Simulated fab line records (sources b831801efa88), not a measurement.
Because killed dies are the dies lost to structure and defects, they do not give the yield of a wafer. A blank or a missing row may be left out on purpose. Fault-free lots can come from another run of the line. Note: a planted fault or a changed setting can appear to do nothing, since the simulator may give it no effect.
Chamber matching    flow sky130    SKY_POLY_GATE_ETCH_15 on rieDiel-01 has 4 sister chambers
The step etches BARC in N2/H2, stops on SiO2, time 118.5 s, target depth 110 nm. 8 wafers are shown with their chamber, then 7 later ones without.

## WAFERS PAIRED WITH THEIR CHAMBERS
wafer   chamber  drypumpMotorCurrentA (A)  biasW (W)
L778.3  2        5.6                       100.38
L790.2  0        5.8                       100.46
L790.5  0        5.8                       100.36
L796.2  1        6.2                       99.91
L796.3  3        6.5                       99.34
L796.5  2        5.6                       100.04
L797.1  1        6.2                       99.91
L797.2  3        6.6                       99.87

## WAFERS MISSING THEIR CHAMBER
wafer   drypumpMotorCurrentA (A)  biasW (W)
L797.6  6.5                       99.98
L798.1  6.2                       100.28
L798.2  5.8                       100.00
L798.3  5.6                       100.08
L799.2  5.6                       100.04
L799.3  6.5                       99.60
L799.6  6.5                       99.77

## THE CHAMBER EACH PASSED THROUGH
wafer   from the rows above  in truth
L797.6  3                    3
L798.1  1                    1
L798.2  0                    0
L798.3  2                    2
L799.2  2                    2
L799.3  3                    3
L799.6  3                    3
7 of 7 placed correctly. Can't be placed from these rows: 0. Number placed wrongly: 0.
How it was worked out, from the rows above alone: a wafer's distance from a chamber is the root of the sum, over the readings, of the square of ((its reading less the chamber's mean) divided by the reading's scatter). If the next closest chamber is less than 2 further off than the closest, the wafer can't be placed; otherwise it belongs to the closest. A chamber's mean is the mean of its shown wafers. The scatter is the square root of a quotient: the sum, over the shown wafers, of each reading's squared deviation from its chamber's mean, divided by wafers minus chambers.
